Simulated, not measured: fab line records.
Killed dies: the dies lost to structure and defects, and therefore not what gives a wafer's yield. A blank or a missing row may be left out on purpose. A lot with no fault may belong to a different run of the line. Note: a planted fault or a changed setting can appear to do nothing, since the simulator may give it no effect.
Code-filled problem report in 8D (eight disciplines) form + flow gf180mcu + the parts of the form that need people (team, actions taken, sign-off) are left out

## 1. THE PROBLEM
MVSD_TW at GF_MVSD_TW_MEAS_11 reads a mean of 30 on 3 wafers of 1 lot; wafers without a fault read 1593 with a standard deviation of 9. So: -99 or more standard deviations from the usual mean.
The first sign was on wafer L265.1 at day 8 11:05, on film_metro-04. At this step, 39 wafers from 13 lots have a number in the record. Rule for "out", or "out of limits": more than 4 standard deviations from the usual mean. The rest of the wafers with a number are treated as sound.

## 2. WHAT IT IS, WHAT IT ISN'T
| question                    | is                     | is not                                                                 |
|-----------------------------|------------------------|------------------------------------------------------------------------|
| which readings at this step | MVSD_TW                | -                                                                      |
| which lots                  | L265                   | L249, L250, L251, L252, L257, L258, L259, L260, L261, L262, L264, L270 |
| which wafers of those lots  | all that have a number | -                                                                      |
| read on which gauges        | film_metro-04          | film_metro-02, film_metro-03                                           |
| when                        | from day 8 11:05       | up to then (33 sound wafers); but 3 sound wafers of L270 came after    |

## 3. WHAT RULES OUT EACH SUSPECT
Counting: a tool at any process step up to the reading remains a suspect when it ran all the lots that are out and ran no sound lot after the first of those.
- the gauge at GF_MVSD_TW_MEAS_11: ruled out. All the wafers that are out were read on film_metro-04, but those of them that GF_LVPWELL_STRIP_10 has rows for are out there too, on other tools.
- plasma_asher-04 at GF_LVPWELL_STRIP_10 (strips in O2/N2): kept. It ran the lot that is out, L265 (day 7 18:25), and no sound lot after that; its last sound lot up to then is L259 (day 6 12:16). Its own readings are out on those wafers: oes_product_au.
- plasma_asher-03 at GF_MVSD_STRIP_10 (strips in O2/N2): ruled out as a lasting fault. Sound lots L270 ran on it after its first lot that is out, L265 (day 8 10:59).
Remaining after the count: plasma_asher-04 at GF_LVPWELL_STRIP_10.

## 4. THE CAUSE (what the simulator had put in)
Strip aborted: plasma_asher-04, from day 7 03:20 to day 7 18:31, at GF_LVPWELL_STRIP_10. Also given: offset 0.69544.
The count eliminated every tool but this one.

## 5. SEQUENCE OF EFFECTS, ordered by route
Each row: a reading where the mean over the struck wafers with a number is more than 3 standard deviations away from the usual. Only readings whose record carries a usual standard deviation are examined. hours: median over the lots of the time between each lot's start at the first step of this table that gives one and its start at this step. sigmas: the change, counted in usual standard deviations.
| hours | step                | reading                  | usual      | on struck wafers | change | sigmas      |
|-------|---------------------|--------------------------|------------|------------------|--------|-------------|
| 0     | GF_LVPWELL_STRIP_10 | oes_product_au           | 0.723 a.u. | 0.937            | +0.214 | +41         |
| 17    | GF_MVSD_STRIP_10    | strip_time_to_endpoint_s | 36.92 s    | 56.96            | +20.04 | +99 or more |
| 17    | GF_MVSD_TW_MEAS_11  | MVSD_TW                  | 1593       | 30               | -1563  | -99 or more |
It contains these process steps:
- GF_LVPWELL_STRIP_10: strips in O2/N2.
- GF_MVSD_STRIP_10: strips in O2/N2.
Readings that are blank on the struck wafers while sound wafers have them: strip_time_to_endpoint_s at GF_LVPWELL_STRIP_10.
Later steps that measure or inspect, where all struck wafers having a row at the step show a number for every such reading and not one has moved that far: GF_V1_THK_MEAS_03, GF_M2_RS_MEAS_05.

## 6. HOW IT WOULD HAVE BEEN CAUGHT EARLIER
32 hours passed between the start of the fault at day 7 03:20 and the first reading out of limits at a measuring or inspecting step in this record, taken at day 8 11:05.
At GF_LVPWELL_STRIP_10, the tool's own readings (oes_product_au) were out on each struck wafer the step has a row for, so an alarm limit on them would have fired on the first such wafer.
By day 8 11:05 the whole set of lots that are out, 1 in number, had already begun GF_LVPWELL_STRIP_10 on plasma_asher-04. Holding the tool at that point would not have protected any of them.
